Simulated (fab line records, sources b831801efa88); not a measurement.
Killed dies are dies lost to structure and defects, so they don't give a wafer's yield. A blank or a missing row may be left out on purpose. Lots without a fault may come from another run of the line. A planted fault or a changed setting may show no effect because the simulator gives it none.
Split-lot experiment | flow gf180mcu | 5 lots, 27 wafers read, on a route of 602 steps

THE SPLIT
At GF_TOP_METAL_SPUTTER_04 (material TiN, target thk 25 nm, time 20.8 s), the setting time_s was moved away from the recipe's 20.8 s on 9 of the 27 wafers read, by -47.2% to -18.2%. The other wafers ran this setting at the recipe's value.

The file shows no step between the split and the reading.

THE READING
TOP_METAL_ALCU_THK, in nm, at GF_TOP_METAL_THK_MEAS_06 (measures by xrf). Fault-free wafers of this fab line usually give 902 nm, standard deviation 9.4 nm.

wafer  | tool, chamber at the split | time_s as run, s | against the recipe | TOP_METAL_ALCU_THK, nm | against lot-mates on the recipe
L074.4 | pvd_sputter-01, -          | 20.8             | recipe             | 901                    | -
L074.5 | pvd_sputter-01, -          | 20.8             | recipe             | 894                    | -
L074.6 | pvd_sputter-01, -          | 20.8             | recipe             | 888                    | -
L076.1 | pvd_sputter-04, -          | 20.8             | recipe             | 921                    | -
L076.2 | pvd_sputter-04, -          | 20.8             | recipe             | 906                    | -
L076.3 | pvd_sputter-04, -          | 20.8             | recipe             | 909                    | -
L076.4 | pvd_sputter-04, -          | 20.8             | recipe             | 909                    | -
L076.5 | pvd_sputter-04, -          | 20.8             | recipe             | 911                    | -
L076.6 | pvd_sputter-04, -          | 20.8             | recipe             | 921                    | -
L078.1 | pvd_sputter-04, -          | 20.8             | recipe             | 912                    | -
L078.2 | pvd_sputter-04, -          | 20.8             | recipe             | 913                    | -
L078.3 | pvd_sputter-04, -          | 10.98            | -47.2%             | 937                    | +28
L078.4 | pvd_sputter-04, -          | 10.98            | -47.2%             | 941                    | +32
L078.5 | pvd_sputter-04, -          | 20.8             | recipe             | 901                    | -
L078.6 | pvd_sputter-04, -          | 10.98            | -47.2%             | 943                    | +34
L079.1 | pvd_sputter-04, -          | 20.8             | recipe             | 886                    | -
L079.2 | pvd_sputter-04, -          | 15.84            | -23.8%             | 901                    | +16
L079.3 | pvd_sputter-04, -          | 20.8             | recipe             | 880                    | -
L079.4 | pvd_sputter-04, -          | 15.84            | -23.8%             | 909                    | +24
L079.5 | pvd_sputter-04, -          | 15.84            | -23.8%             | 906                    | +21
L079.6 | pvd_sputter-04, -          | 20.8             | recipe             | 888                    | -
L085.1 | pvd_sputter-04, -          | 20.8             | recipe             | 903                    | -
L085.2 | pvd_sputter-04, -          | 20.8             | recipe             | 901                    | -
L085.3 | pvd_sputter-04, -          | 20.8             | recipe             | 908                    | -
L085.4 | pvd_sputter-04, -          | 17.02            | -18.2%             | 914                    | +10
L085.5 | pvd_sputter-04, -          | 17.02            | -18.2%             | 915                    | +11
L085.6 | pvd_sputter-04, -          | 17.02            | -18.2%             | 911                    | +7

THE FIT
A straight line over all 27 wafers: TOP_METAL_ALCU_THK changes by -0.676 nm for each +1% of time_s; r = -0.71; the points scatter about the line by 11 nm.
The same after taking each lot's own level away (the mean of its wafers on the recipe; 27 wafers): -0.689 nm for each +1%; r = -0.92; scatter 4.9 nm.
On that fit, the largest move of time_s shifts the reading by 33 nm.
The lots' own levels span 884.7 to 912.8 nm, that is 3.0 times the standard deviation above.
So the lot-to-lot level blurs the effect unless lot-mates are compared.
Check: with one of the wafers moved furthest among these (-47.2%) left out of the fit, the line predicts +33.9 nm for it against its lot-mates. It came out at +28.3 nm against them.

OTHER SPLITS ON THESE WAFERS
These wafers also went through other splits before the reading. Each is held against what the fit with the lots' levels taken away leaves over:
other split on the same wafers | wafers away from the commonest value | r with TOP_METAL_ALCU_THK (lot level and that fit taken away)
GF_M4_SPUTTER_02 time_s        | 6                                    | +0.03
GF_MIM_SPUTTER_09 time_s       | 9                                    | +0.08
GF_V5_SPUTTER_21 time_s        | 6                                    | -0.18

THE WHOLE CHAIN: every reading that the file lists as answering this split, in the file's order
step                     | what it does                                | reading                                                                             | change (the file's fit)               | r (the file's)
GF_TOP_METAL_SPUTTER_04  | material TiN, target thk 25 nm, time 20.8 s | TiN_of_TOP_METAL_SPUTTER_04.thk_nm (the simulator's own value, which no gauge read) | +0.247 nm for each +1% of the setting | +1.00
GF_TOP_METAL_THK_MEAS_06 | measures by xrf                             | TOP_METAL_ALCU_THK                                                                  | -0.687 for each +1% of the setting    | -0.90

THE FILE'S OWN FIT
TOP_METAL_ALCU_THK changes by -0.687 nm for each +1% of time_s, r = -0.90.
